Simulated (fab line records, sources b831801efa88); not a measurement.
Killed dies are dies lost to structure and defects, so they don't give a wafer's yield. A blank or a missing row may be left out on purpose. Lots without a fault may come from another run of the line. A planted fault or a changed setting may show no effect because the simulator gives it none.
A struck lot beside a sound one | flow sky130 | 30 steps out of a route of 708
Sound: wafers L649.1, L649.5, L649.6. Struck: wafers L669.2, L669.3, L669.4. The cause comes at the end.
At each step with rows: each side's tool, then ch and its chambers, then its first start. Under that, the readings that differ: sound wafers | struck wafers | difference of the means | sigmas: that difference in standard deviations of wafers without a fault.
alike: readings whose means differ by less than 2 such deviations, and words and numbers that are the same on both sides. not compared: withheld readings, readings that some wafer has no value for, bounds like >300 that may hide the same value, and numbers for which the record gives no deviation and whose values overlap.
The two part at a step that has a row with sigmas, a row that says differs or no value, or rows on one side only. Numbers that don't overlap but have no deviation are shown without sigmas and don't part them. A reading that every wafer of one side lacks parts them only if that side has two wafers or more.

first, 9 steps without rows for these wafers: SKY_SD_P_EXPOSE_04 (exposes mask PSDM, target cd 380 nm); SKY_SD_P_PEB_05; SKY_SD_P_DEVELOP_06 (develop time 60 s); SKY_SD_P_IMPLANT_09; SKY_SD_P_STRIP_10 (strips in O2/N2); SKY_RES_XHIGH_DEHYDRATE_00 (time 60 s); SKY_RES_XHIGH_HMDS_01 (prime time 60 s); SKY_RES_XHIGH_COAT_02 (resist thk 1140 nm); SKY_RES_XHIGH_SOFTBAKE_03 (time 60 s).
SKY_RES_XHIGH_EXPOSE_04: exposes mask URPM, target cd 1270 nm.
  sound on iline_stepper-02 ch 0, day 27 03:24; struck on iline_stepper-02 ch 0, day 34 05:39
  reading                           | sound                | struck            | difference | sigmas
  model.RES_XHIGH.overlay_x_nm (nm) | 0.5196 0.5196 0.5196 | 231.6 231.6 231.6 | +231.1     |
  alike: mask
then, 19 steps without rows for these wafers: SKY_RES_XHIGH_PEB_05; SKY_RES_XHIGH_DEVELOP_06 (develop time 60 s); SKY_RES_XHIGH_IMPLANT_07; SKY_RES_XHIGH_STRIP_08 (strips in O2/N2); SKY_SD_N_DEHYDRATE_00 (time 60 s); SKY_SD_N_HMDS_01 (prime time 60 s); SKY_SD_N_COAT_02 (resist thk 1140 nm); SKY_SD_N_SOFTBAKE_03 (time 60 s); SKY_SD_N_EXPOSE_04 (exposes mask NSDM, target cd 380 nm); SKY_SD_N_PEB_05; SKY_SD_N_DEVELOP_06 (develop time 60 s); SKY_SD_N_IMPLANT_09; SKY_SD_N_IMPLANT_10; SKY_SD_N_STRIP_11 (strips in O2/N2); SKY_SD_N_CLEAN_13 (cleans in SC1/SC2, time 150 s); SKY_SD_N_RTA_14 (time 2 s); SKY_SALICIDE_CLEAN_00 (cleans in HF-last, time 30 s); SKY_LI_CONTACT_HDPCVD_00 (deposits PSG, target thk 930 nm, time 155 s); SKY_LI_CONTACT_CMP_02 (polishes PSG).
-- the record jumps here: 17 days lie between the struck wafers' starts before and after (it left off in module LI_CONTACT and takes up again in module PAD_OPEN, whose first step shown is number 708 of the route) --
SKY_PAD_OPEN_PROBE_99:
  sound on prober-01, day 46 11:46; struck on prober-02, day 51 06:10
  reading                                | sound             | struck            | difference | sigmas
  killed_at_other                        | 0 0 0             | 6 4 14            | +8         | +14
  model.etest.res_xhigh_po.line_ohm_um   | 5656 5485 5696    | 6738 6292 6468    | +887       |
  model.etest.res_xhigh_po.width_nm (nm) | 348.5 348.7 353.4 | 315.7 315.8 316.8 | -34.1      |
  alike: killed_at_M0_to_M3, killed_at_M4_up, killed_at_contacts, killed_at_front_end, killed_dies, killed_open, killed_short

WHERE THEY PART
Only at SKY_PAD_OPEN_PROBE_99, within this record.

WHY: what the simulator had put in
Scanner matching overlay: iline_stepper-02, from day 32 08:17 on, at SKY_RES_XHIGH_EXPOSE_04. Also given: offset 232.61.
